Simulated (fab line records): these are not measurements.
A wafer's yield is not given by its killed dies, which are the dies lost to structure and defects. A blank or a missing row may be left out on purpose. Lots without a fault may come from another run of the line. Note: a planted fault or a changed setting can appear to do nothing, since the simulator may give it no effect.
fab line records	flow gf180mcu
record: lots: 5	wafers: 23
route steps=602 shown CONTACT@311 M1@326 V2@403 M3@413 V3@438
startH: start of the lot's first displayed wafer, in hours after the record's first day	waitH: hours elapsed since this lot's preceding step	" identical to the entry in the row above	L1.1+2: a single row standing in for several wafers	- no value present, or no start provided	* or withheld: withheld	< > ~ a bound
route shown NAME@n: names a module that has steps shown in the file, with the first one's number in the route	usual: average and standard deviation across the fault-free wafers	same: alike in all rows	chamber/n: place in a boat	sites: readings site by site	_std_site: standard deviation across them	_edge_site: inner sites' mean taken away from outer sites' mean	radiusMm: how far each site lies from the wafer's centre	mask NAME#n: copy n	behind: the last tool/chamber to shape the wafer	hold: reason for holding the lot/hours on hold/outcome of the hold	device: names the non-switching transistor (n, p or np)	end of line: at the end of the route, the tests of the same wafers	where a step has no rows: the recipe by itself	killed: dies that structure and defects cost at the first sort, which is not the same as the wafer's yield	map: a wafer's dies, marking killed ones x, the rest . and places with no die _
set.NAME: the setting the step ran with; set.NAME@STEP: the setting that earlier step ran with	model.NAME: the simulator's own value behind a step, which no gauge read
lots with deliberately changed settings; one table per step, one row per wafer
== steps ==
step: GF_CONTACT_CVD_24
recipe: material: W	targetThkNm: 300	timeS: 90.339	tempC: 400	pressureTorr: 40
lot.wafer	tool	chamber	startH	waitH	set.tempC	model.W_of_CONTACT_CVD_24.thkNm
L075.2	cvdW-01	0	369.79	0.0	400	296.6
L075.3	"	0	"	"	400	298.8
L075.4+5	"	1	"	"	400	296.7
L075.6	"	0	"	"	400	297.3
L077.1	cvdW-02	0	390.07	0.0	400	301.5
L077.2	"	1	"	"	400	295.1
L077.4	"	0	"	"	410.6	363
L077.5	"	1	"	"	410.6	358.7
L077.6	"	0	"	"	400	300.3
L080.2	cvdW-02	1	418.42	0.0	400	298.5
L080.3	"	0	"	"	400	305.9
L080.6	"	0	"	"	400	307.7
L084.1	cvdW-01	1	460.77	0.0	400	302.5
L084.2	"	0	"	"	400	302.1
L084.3	"	1	"	"	400	299.6
L084.5	"	0	"	"	408	343.2
L084.6	"	1	"	"	408	346.9
L085.1	cvdW-01	0	471.56	0.0	388.8	239.5
L085.2	"	1	"	"	400	298.1
L085.3	"	1	"	"	400	296.7
L085.4	"	0	"	"	388.8	242.6
L085.5	"	0	"	"	388.8	244.5
step: GF_CONTACT_RS_MEAS_25
recipe: thkMeasGauge: four-point-probe	reads: W_of_CONTACT_CVD_24+TiN_of_CONTACT_SPUTTER_23+Ti_of_CONTACT_SPUTTER_22
usual: CONTACT_W_RS: 0.383/0.0036
lot.wafer	tool	chamber	startH	waitH	set.tempC@CONTACT_CVD_24	CONTACT_W_RS[ohm/sq]
L075.2	filmMetro-04	-	369.91	0.1	400	0.387
L075.3	"	-	"	"	400	0.384
L075.4	"	-	"	"	400	0.387
L075.5	"	-	"	"	400	0.387
L075.6	"	-	"	"	400	0.387
L077.1	filmMetro-04	-	390.17	0.1	400	0.381
L077.2	"	-	"	"	400	0.390
L077.4	"	-	"	"	410.6	0.316
L077.5	"	-	"	"	410.6	0.320
L077.6	"	-	"	"	400	0.383
L080.2	filmMetro-04	-	418.54	0.1	400	0.384
L080.3	"	-	"	"	400	0.375
L080.6	"	-	"	"	400	0.373
L084.1	filmMetro-03	-	460.87	0.1	400	0.379
L084.2	"	-	"	"	400	0.379
L084.3	"	-	"	"	400	0.383
L084.5	"	-	"	"	408	0.334
L084.6	"	-	"	"	408	0.330
L085.1	filmMetro-04	-	471.66	0.1	388.8	0.481
L085.2	"	-	"	"	400	0.384
L085.3	"	-	"	"	400	0.387
L085.4	"	-	"	"	388.8	0.474
L085.5	"	-	"	"	388.8	0.470
step: GF_CONTACT_THK_MEAS_26
recipe: thkMeasGauge: xrf	reads: W_of_CONTACT_CVD_24
usual: CONTACT_W_THK: 301/3.4
lot.wafer	tool	chamber	startH	waitH	set.tempC@CONTACT_CVD_24	CONTACT_W_THK[nm]
L075.2	filmMetro-04	-	370.02	0.1	400	298
L075.3	"	-	"	"	400	301
L075.4	"	-	"	"	400	299
L075.5	"	-	"	"	400	299
L075.6	"	-	"	"	400	300
L077.1	filmMetro-04	-	390.29	0.1	400	303
L077.2	"	-	"	"	400	296
L077.4	"	-	"	"	410.6	364
L077.5	"	-	"	"	410.6	361
L077.6	"	-	"	"	400	303
L080.2	filmMetro-04	-	418.65	0.1	400	301
L080.3	"	-	"	"	400	309
L080.6	"	-	"	"	400	310
L084.1	filmMetro-03	-	460.99	0.1	400	306
L084.2	"	-	"	"	400	308
L084.3	"	-	"	"	400	304
L084.5	"	-	"	"	408	351
L084.6	"	-	"	"	408	353
L085.1	filmMetro-04	-	471.78	0.1	388.8	240
L085.2	"	-	"	"	400	298
L085.3	"	-	"	"	400	296
L085.4	"	-	"	"	388.8	243
L085.5	"	-	"	"	388.8	244
step: GF_M1_EXPOSE_11
recipe: maskId: Metal1	targetCdNm: 230	na: 0.68	sourceShape: conventional	sigmaOuter: 0.6	doseMj: 28
lot.wafer	tool	chamber	startH	waitH	mask	set.doseMj
L075.2+3+6	krfScanner-01	0	-	-	Metal1#0	26.6
L075.4+5	"	0	"	"	Metal1#0	28
L077.1+6	krfScanner-02	0	-	-	Metal1#0	28
L077.2+4+5	"	0	"	"	Metal1#0	28.65
L080.2+3+6	krfScanner-01	0	-	-	Metal1#0	28
L084.1+2+3+5+6	krfScanner-01	0	-	-	Metal1#0	28
L085.1+2+3	krfScanner-02	0	-	-	Metal1#0	28
L085.4+5	"	0	"	"	Metal1#0	27.24
step: GF_M1_DEVELOP_13
recipe: developTimeS: 60	devTempC: 21
lot.wafer	tool	chamber	startH	waitH	set.developTimeS
L075.2+3+4+5+6	lithoTrack-02	0	393.90	0.2	60
L077.1+2+4	lithoTrack-03	0	414.19	0.2	64.18
L077.5+6	"	0	"	"	60
L080.2+3+6	lithoTrack-03	0	443.97	0.2	60
L084.1+5+6	lithoTrack-02	0	485.52	0.2	55.33
L084.2+3	"	0	"	"	60
L085.1+3	lithoTrack-03	0	495.99	0.2	66.29
L085.2+4+5	"	0	"	"	60
step: GF_M1_CD_MEAS_14
recipe: targetCdNm: 230
usual: cdNm: 229.8/1.2
lot.wafer	tool	chamber	startH	waitH	set.doseMj@M1_EXPOSE_11	cdNm
L075.2	cdSem-02	-	394.04	0.1	26.6	239.4
L075.3	"	-	"	"	26.6	237.4
L075.4	"	-	"	"	28	229.5
L075.5	"	-	"	"	28	229.6
L075.6	"	-	"	"	26.6	237.4
L077.1	cdSem-01	-	414.34	0.1	28	228.1
L077.2	"	-	"	"	28.65	226.3
L077.4	"	-	"	"	28.65	225.8
L077.5	"	-	"	"	28.65	224.6
L077.6	"	-	"	"	28	229.5
L080.2	cdSem-02	-	444.11	0.1	28	228.3
L080.3	"	-	"	"	28	229.4
L080.6	"	-	"	"	28	228.8
L084.1	cdSem-01	-	485.67	0.1	28	230.2
L084.2	"	-	"	"	28	227.8
L084.3	"	-	"	"	28	227.4
L084.5	"	-	"	"	28	227.9
L084.6	"	-	"	"	28	228.7
L085.1	cdSem-01	-	496.14	0.1	28	230.7
L085.2	"	-	"	"	28	231.5
L085.3	"	-	"	"	28	229.5
L085.4	"	-	"	"	27.24	234.4
L085.5	"	-	"	"	27.24	234.0
step: GF_M1_METAL_ETCH_16
recipe: chemistry: Cl2/BCl3	maskMaterial: KrF	targetDepthNm: 627.5	stopOn: SiO2	pressureMtorr: 8	icpW: 800	biasW: 140	Cl2_flow_sccm: 80	bcl3FlowSccm: 40	timeS: 104.6
lot.wafer	tool	chamber	startH	waitH	set.doseMj@M1_EXPOSE_11	model.M1.cdNm
L075.2	rieMetal-02	1	394.18	0.0	26.6	236.6
L075.3	"	1	"	"	26.6	234.8
L075.4	"	0	"	"	28	231.5
L075.5	"	0	"	"	28	230.6
L075.6	"	1	"	"	26.6	235.5
L077.1	rieMetal-04	1	414.50	0.0	28	229.9
L077.2	"	0	"	"	28.65	225.7
L077.4	"	0	"	"	28.65	225.9
L077.5	"	1	"	"	28.65	224.6
L077.6	"	0	"	"	28	230.1
L080.2	rieMetal-02	0	444.25	0.0	28	231.7
L080.3	"	0	"	"	28	231.8
L080.6	"	0	"	"	28	230.5
L084.1	rieMetal-02	0	485.83	0.0	28	229.9
L084.2	"	0	"	"	28	230.5
L084.3	"	0	"	"	28	228.9
L084.5	"	0	"	"	28	229.3
L084.6	"	0	"	"	28	229.6
L085.1	rieMetal-01	0	496.30	0.0	28	230.4
L085.2	"	0	"	"	28	231.8
L085.3	"	0	"	"	28	227.8
L085.4	"	0	"	"	27.24	233.7
L085.5	"	0	"	"	27.24	232.8
step: GF_V2_SPUTTER_21
recipe: material: Ti	targetThkNm: 15	chamberPressurePa: 5	powerW: 2500	substrateTempC: 200	timeS: 80.02
lot.wafer	tool	chamber	startH	waitH	set.chamberPressurePa	model.Ti_of_V2_SPUTTER_21.thkNm
L075.2	pvdSputter-03	-	471.83	0.0	4.373	16.68
L075.3+4+5	"	-	"	"	4.373	16.91
L075.6	"	-	"	"	4.373	16.81
L077.1	pvdSputter-02	-	492.77	0.0	5	14.84
L077.2	"	-	"	"	5	14.9
L077.4	"	-	"	"	5	14.85
L077.5+6	"	-	"	"	5	15.01
L080.2	pvdSputter-03	-	522.02	0.0	5	14.71
L080.3	"	-	"	"	5	14.7
L080.6	"	-	"	"	5	14.64
L084.1	pvdSputter-03	-	559.77	0.0	5.567	13.82
L084.2	"	-	"	"	5.567	13.74
L084.3	"	-	"	"	5.567	13.97
L084.5	"	-	"	"	5.567	13.86
L084.6	"	-	"	"	5.567	14.1
L085.1	pvdSputter-02	-	569.50	0.0	5.248	14.31
L085.2	"	-	"	"	5.248	14.14
L085.3	"	-	"	"	5.248	14.16
L085.4	"	-	"	"	5.248	14.08
L085.5	"	-	"	"	5.248	14.26
step: GF_M3_SPUTTER_04
recipe: material: TiN	targetThkNm: 50	powerW: 6500	timeS: 41.7	chamberPressurePa: 0.4
lot.wafer	tool	chamber	startH	waitH	set.powerW	model.TiN_of_M3_SPUTTER_04.thkNm
L075.2	pvdSputter-04	-	472.70	0.0	6777	52.08
L075.3	"	-	"	"	6500	50.52
L075.4	"	-	"	"	6500	50.48
L075.5	"	-	"	"	6777	52.36
L075.6	"	-	"	"	6777	52.4
L077.1	pvdSputter-03	-	493.65	0.0	6966	54.66
L077.2	"	-	"	"	6500	50.11
L077.4	"	-	"	"	6966	53.69
L077.5	"	-	"	"	6966	54.47
L077.6	"	-	"	"	6500	49.74
L080.2	pvdSputter-04	-	522.90	0.0	6500	50.4
L080.3	"	-	"	"	6500	50.46
L080.6	"	-	"	"	6500	50.36
L084.1	pvdSputter-04	-	560.65	0.0	6500	50.69
L084.2	"	-	"	"	6500	50.36
L084.3	"	-	"	"	6500	50.74
L084.5	"	-	"	"	6271	48.78
L084.6	"	-	"	"	6271	48.51
L085.1+5	pvdSputter-03	-	570.37	0.0	6500	49.47
L085.2	"	-	"	"	6055	46.29
L085.3	"	-	"	"	6500	50.39
L085.4	"	-	"	"	6055	46.98
step: GF_M3_METAL_ETCH_16
recipe: chemistry: Cl2/BCl3	maskMaterial: KrF	targetDepthNm: 627.5	stopOn: SiO2	pressureMtorr: 8	icpW: 800	biasW: 140	Cl2_flow_sccm: 80	bcl3FlowSccm: 40	timeS: 104.6
lot.wafer	tool	chamber	startH	waitH	set.icpW
L075.2+4+5	rieMetal-03	0,1,1	496.61	0.0	855.6
L075.3+6	"	0	"	"	800
L077.1+4+6	rieMetal-04	0,1,0	517.32	0.0	800
L077.2+5	"	1	"	"	755.5
L080.2+3+6	rieMetal-01	0	545.71	0.0	800
L084.1+3	rieMetal-03	0	582.65	0.0	800
L084.2+5+6	"	1,0,1	"	"	751
L085.1+3+4	rieMetal-01	1,1,0	592.55	0.0	800
L085.2+5	"	0,1	"	"	877.6
step: GF_M3_STRIP_17
recipe: chemistry: O2/N2	powerW: 1400	pressureMtorr: 1500	platenTempC: 250	o2FlowSccm: 3000	n2FlowSccm: 300	overashFraction: 0.5
usual: stripTimeToEndpointS: 7.88/0.061
lot.wafer	tool	chamber	startH	waitH	set.icpW@M3_METAL_ETCH_16	stripTimeToEndpointS
L075.2	plasmaAsher-02	0	496.72	0.1	855.6	7.66
L075.3	"	1	"	"	800	7.80
L075.4	"	0	"	"	855.6	7.68
L075.5	"	0	"	"	855.6	7.77
L075.6	"	1	"	"	800	7.77
L077.1	plasmaAsher-03	0	517.44	0.1	800	7.96
L077.2	"	1	"	"	755.5	8.09
L077.4	"	0	"	"	800	8.04
L077.5	"	0	"	"	755.5	8.09
L077.6	"	1	"	"	800	7.91
L080.2	plasmaAsher-01	0	545.82	0.1	800	7.78
L080.3	"	1	"	"	800	7.77
L080.6	"	1	"	"	800	7.77
L084.1	plasmaAsher-02	1	582.76	0.1	800	7.86
L084.2	"	0	"	"	751	7.99
L084.3	"	1	"	"	800	7.79
L084.5	"	1	"	"	751	8.00
L084.6	"	0	"	"	751	8.05
L085.1	plasmaAsher-01	0	592.66	0.1	800	7.85
L085.2	"	1	"	"	877.6	7.60
L085.3	"	0	"	"	800	7.85
L085.4	"	1	"	"	800	7.89
L085.5	"	1	"	"	877.6	7.70
step: GF_V3_COAT_09
recipe: resist: KrF	spinRpm: withheld	resistThkNm: 1000
lot.wafer	tool	chamber	startH	waitH	set.resistThkNm	model.KrF_of_V3_COAT_09.thkNm
L075.2+3	lithoTrack-03	0	-	-	1056	1059
L075.4	"	0	"	"	1000	1002
L075.5	"	0	"	"	1000	1007
L075.6	"	0	"	"	1000	1005
L077.1	lithoTrack-01	0	-	-	1000	1004
L077.2	"	0	"	"	1000	1006
L077.4	"	0	"	"	947	951.9
L077.5	"	0	"	"	947	953.2
L077.6	"	0	"	"	1000	1007
L080.2	lithoTrack-02	0	-	-	1000	999.8
L080.3	"	0	"	"	1000	999
L080.6	"	0	"	"	1000	1003
L084.1	lithoTrack-03	0	-	-	1000	1005
L084.2	"	0	"	"	1000	1002
L084.3	"	0	"	"	1018	1022
L084.5	"	0	"	"	1018	1023
L084.6	"	0	"	"	1000	1003
L085.1	lithoTrack-02	0	-	-	1000	1004
L085.2+4	"	0	"	"	1000	1002
L085.3+5	"	0	"	"	1000	1003
step: GF_V3_PEB_12
recipe: pebTempC: 135	pebTimeS: 90	resist: KrF
lot.wafer	tool	chamber	startH	waitH	set.pebTempC
L075.2+3+4+5+6	lithoTrack-02	0	-	-	135
L077.1+2+5	lithoTrack-02	0	-	-	132.1
L077.4+6	"	0	"	"	135
L080.2+3+6	lithoTrack-02	0	-	-	135
L084.1+2+3+5+6	lithoTrack-01	0	-	-	135
L085.1+2+3	lithoTrack-03	0	-	-	138.7
L085.4+5	"	0	"	"	135
step: GF_V3_DEVELOP_13
recipe: developTimeS: 60	resist: KrF	devTempC: 21
step: GF_V3_CD_MEAS_14
recipe: targetCdNm: 260
usual: cdNm: 260.5/1.2
lot.wafer	tool	chamber	startH	waitH	set.pebTempC@V3_PEB_12	cdNm
L075.2	cdSem-02	-	521.29	0.1	135	259.8
L075.3	"	-	"	"	135	260.8
L075.4	"	-	"	"	135	262.2
L075.5	"	-	"	"	135	262.5
L075.6	"	-	"	"	135	261.9
L077.1	cdSem-01	-	541.27	0.1	132.1	249.4
L077.2	"	-	"	"	132.1	249.8
L077.4	"	-	"	"	135	261.7
L077.5	"	-	"	"	132.1	252.5
L077.6	"	-	"	"	135	258.1
L080.2	cdSem-01	-	569.74	0.1	135	260.9
L080.3	"	-	"	"	135	260.5
L080.6	"	-	"	"	135	260.6
L084.1	cdSem-02	-	605.29	0.1	135	259.1
L084.2	"	-	"	"	135	259.3
L084.3	"	-	"	"	135	259.2
L084.5	"	-	"	"	135	258.4
L084.6	"	-	"	"	135	259.5
L085.1	cdSem-01	-	614.64	0.1	138.7	268.6
L085.2	"	-	"	"	138.7	268.6
L085.3	"	-	"	"	138.7	269.3
L085.4	"	-	"	"	135	261.1
L085.5	"	-	"	"	135	259.2
step: GF_V3_ETCH_16
recipe: chemistry: N2/H2	targetDepthA: withheld	overetchA: withheld	timeS: withheld	target: BARC	ionEnergyEv: 200	sourceW: 500	biasW: 100	pressureMtorr: 30	n2FlowSccm: 100	h2FlowSccm: 200
lot.wafer	tool	chamber	startH	waitH	set.pebTempC@V3_PEB_12	model.V3.cdNm
L075.2	rieDiel-03	0	521.42	0.0	135	259.5
L075.3	"	2	"	"	135	261.2
L075.4	"	1	"	"	135	261.4
L075.5	"	3	"	"	135	262
L075.6	"	2	"	"	135	262.5
L077.1	rieDiel-04	0	541.42	0.0	132.1	248.3
L077.2	"	2	"	"	132.1	248.8
L077.4	"	1	"	"	135	262.1
L077.5	"	2	"	"	132.1	251.3
L077.6	"	1	"	"	135	258.9
L080.2	rieDiel-01	2	569.87	0.0	135	260.6
L080.3+6	"	1	"	"	135	260.3
L084.1	rieDiel-01	2	605.44	0.0	135	258.7
L084.2	"	1	"	"	135	258.9
L084.3	"	2	"	"	135	259
L084.5	"	2	"	"	135	258.4
L084.6	"	1	"	"	135	260.8
L085.1	rieDiel-03	1	614.80	0.0	138.7	268.1
L085.2	"	2	"	"	138.7	268.5
L085.3	"	3	"	"	138.7	268.3
L085.4	"	0	"	"	135	260.8
L085.5	"	0	"	"	135	258.8
step: GF_V3_ETCH_17
recipe: chemistry: C4F8/O2/Ar	maskMaterial: KrF	target: SiO2	stopOn: TiN	sourceW: 1500	biasW: 1200	pressureMtorr: 40	c4f8FlowSccm: withheld	O2_flow_sccm: 6	Ar_flow_sccm: 300	timeS: withheld	targetDepthA: 6350
lot.wafer	tool	chamber	startH	waitH	set.pebTempC@V3_PEB_12	model.V3.cdNm
L075.2	rieDiel-03	0	-	-	135	259.6
L075.3+4	"	2,1	"	"	135	261.1
L075.5	"	3	"	"	135	261.9
L075.6	"	2	"	"	135	262.3
L077.1+2	rieDiel-04	0,2	-	-	132.1	248.3
L077.4	"	1	"	"	135	262.2
L077.5	"	2	"	"	132.1	251.3
L077.6	"	1	"	"	135	258.9
L080.2	rieDiel-01	2	-	-	135	260.8
L080.3	"	1	"	"	135	260.2
L080.6	"	1	"	"	135	260
L084.1+2	rieDiel-01	2,1	-	-	135	258.8
L084.3	"	2	"	"	135	259
L084.5	"	2	"	"	135	258.2
L084.6	"	1	"	"	135	260.4
L085.1+3	rieDiel-03	1,3	-	-	138.7	268.3
L085.2	"	2	"	"	138.7	268.9
L085.4	"	0	"	"	135	260.9
L085.5	"	0	"	"	135	258.8
step: GF_V3_STRIP_18
recipe: chemistry: O2/N2	powerW: 1400	pressureMtorr: 1500	platenTempC: 250	o2FlowSccm: 3000	n2FlowSccm: 300	overashFraction: 0.5
usual: oesProductAu: 0.593/0.004
lot.wafer	tool	chamber	startH	waitH	set.resistThkNm@V3_COAT_09	oesProductAu
L075.2	plasmaAsher-01	0	521.55	-	1056	0.615
L075.3	"	0	"	"	1056	0.622
L075.4	"	1	"	"	1000	0.587
L075.5	"	0	"	"	1000	0.597
L075.6	"	1	"	"	1000	0.594
L077.1	plasmaAsher-01	0	541.55	-	1000	0.588
L077.2	"	1	"	"	1000	0.588
L077.4	"	1	"	"	947	0.568
L077.5	"	1	"	"	947	0.571
L077.6	"	0	"	"	1000	0.592
L080.2	plasmaAsher-03	0	570.00	-	1000	0.589
L080.3	"	1	"	"	1000	0.595
L080.6	"	0	"	"	1000	0.599
L084.1	plasmaAsher-03	1	605.64	-	1000	0.597
L084.2	"	0	"	"	1000	0.594
L084.3	"	0	"	"	1018	0.605
L084.5	"	1	"	"	1018	0.590
L084.6	"	0	"	"	1000	0.593
L085.1	plasmaAsher-04	0	614.92	-	1000	0.591
L085.2	"	1	"	"	1000	0.591
L085.3	"	1	"	"	1000	0.586
L085.4	"	0	"	"	1000	0.589
L085.5	"	1	"	"	1000	0.589
== key ==
split: step: GF_CONTACT_CVD_24	setting: tempC	stated: 400	by: wafer
response: step: GF_CONTACT_CVD_24	reading: model.W_of_CONTACT_CVD_24.thkNm	change: +21.5	per: 1%	r: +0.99
response: step: GF_CONTACT_RS_MEAS_25	reading: CONTACT_W_RS	change: -0.0278	per: 1%	r: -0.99
response: step: GF_CONTACT_THK_MEAS_26	reading: CONTACT_W_THK	change: +21.6	per: 1%	r: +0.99
split: step: GF_M1_EXPOSE_11	setting: doseMj	stated: 28	by: wafer
response: step: GF_M1_CD_MEAS_14	reading: cdNm	change: -1.59	per: 1%	r: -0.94
response: step: GF_M1_METAL_ETCH_16	reading: model.M1.cdNm	change: -1.12	per: 1%	r: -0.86
split: step: GF_M1_DEVELOP_13	setting: developTimeS	stated: 60	by: wafer
response none clear
split: step: GF_V2_SPUTTER_21	setting: chamberPressurePa	stated: 5	by: lot
response: step: GF_V2_SPUTTER_21	reading: model.Ti_of_V2_SPUTTER_21.thkNm	change: -0.128	per: 1%	r: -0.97
split: step: GF_M3_SPUTTER_04	setting: powerW	stated: 6500	by: wafer
response: step: GF_M3_SPUTTER_04	reading: model.TiN_of_M3_SPUTTER_04.thkNm	change: +0.522	per: 1%	r: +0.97
split: step: GF_M3_METAL_ETCH_16	setting: icpW	stated: 800	by: wafer
response: step: GF_M3_STRIP_17	reading: stripTimeToEndpointS	change: *	per: 1%	r: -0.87
split: step: GF_V3_COAT_09	setting: resistThkNm	stated: 1000	by: wafer
response: step: GF_V3_COAT_09	reading: model.KrF_of_V3_COAT_09.thkNm	change: +9.93	per: 1%	r: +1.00
response: step: GF_V3_STRIP_18	reading: oesProductAu	change: +0.00408	per: 1%	r: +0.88
split: step: GF_V3_PEB_12	setting: pebTempC	stated: 135	by: wafer
response: step: GF_V3_CD_MEAS_14	reading: cdNm	change: +3.62	per: 1%	r: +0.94
response: step: GF_V3_ETCH_16	reading: model.V3.cdNm	change: +3.87	per: 1%	r: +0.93
response: step: GF_V3_ETCH_17	reading: model.V3.cdNm	change: +3.95	per: 1%	r: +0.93
